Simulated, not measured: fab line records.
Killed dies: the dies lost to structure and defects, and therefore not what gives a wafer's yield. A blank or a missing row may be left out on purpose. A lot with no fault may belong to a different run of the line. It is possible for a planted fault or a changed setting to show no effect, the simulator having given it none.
A lot that was struck, set against a sound lot || flow sky130 || 14 out of 708 route steps
Sound: wafers L879.3, L879.4, L879.5. Wafers struck: L869.3, L869.5, L869.6. The cause is given at the end.
Order at every step that has rows: each side's tool, ch and its chambers, its first start. Under that, the readings that differ: sound wafers || struck wafers || difference of the means || sigmas: that difference in standard deviations of wafers without a fault.
alike: a reading whose means differ by less than 2 such deviations, as well as words and numbers matching on both sides. not compared: withheld readings; readings where some wafer has no value; bounds like >300 that might hide an equal value; numbers whose values overlap and for which the record gives no deviation.
A row with sigmas, a row that says differs or no value, or rows on one side alone: a step with any of these is where the two part. Numbers that have no deviation but don't overlap get no sigmas and don't part them. A reading that every wafer of one side lacks parts them only if that side has two wafers or more.

SKY_CAPM_METAL_ETCH_13: etches TiN in Cl2/BCl3, stops on SiO2, target depth 220 nm, time 62.9 s.
  sound on rie metal-02 ch 0,1, day 43 10:45; struck on rie metal-03 ch 0,1, day 40 21:50
  alike: drypump motor current A, oes product au, throttle valve pct
  not compared: rf hours counter h
SKY_CAPM_STRIP_14: strips in O2/N2.
  sound on plasma asher-03 ch 0,1, day 43 10:50; struck on plasma asher-04 ch 0,1, day 40 21:55
  alike: drypump motor current A, oes product au, strip time to endpoint s
  not compared: rf hours counter h
then, 10 steps without rows for these wafers: SKY_CAPM_STRIP_15 (strips in post etch residue remover, time 1200 s); SKY_CAPM_CLEAN_16 (cleans in IPA, time 180 s); SKY_CAPM_CLEAN_17 (cleans in O3/DIW); SKY_METAL3_DEHYDRATE_05 (time 60 s); SKY_METAL3_HMDS_06 (prime time 60 s); SKY_METAL3_COAT_07 (resist thk 60 nm); SKY_METAL3_COAT_08 (resist thk 1140 nm); SKY_METAL3_SOFTBAKE_09 (time 90 s); SKY_METAL3_EXPOSE_10 (exposes mask MM3, target cd 300 nm); SKY_METAL3_PEB_11.
SKY_METAL3_DEVELOP_12: develop time 60 s.
  sound on litho track-01 ch 0, day 44 09:00; struck on litho track-01, day 41 22:00
  no value came back on the struck wafers for chill plate temp C (C), develop time s (s); on the sound wafers chill plate temp C (C) reads 22.95 22.89 23.10
{"reading": "model.KrF-thick_of_METAL3_COAT_08.thk nm (nm)", "sound": "1122 1127 1123", "struck": "1138 1141 1132", "difference": "+13", "sigmas": ""}
SKY_METAL3_CD_MEAS_13: target cd 300 nm.
  sound on cd sem-02, day 44 10:02; struck on cd sem-01, day 41 22:26
{"reading": "cd nm (nm)", "sound": "300.7 301.3 302.0", "struck": "- - -", "difference": "no value on the struck wafers", "sigmas": ""}

WHERE THEY PART
At SKY_METAL3_DEVELOP_12 first; at SKY_METAL3_CD_MEAS_13 last (within this record only).

WHY: what had been put in by the simulator
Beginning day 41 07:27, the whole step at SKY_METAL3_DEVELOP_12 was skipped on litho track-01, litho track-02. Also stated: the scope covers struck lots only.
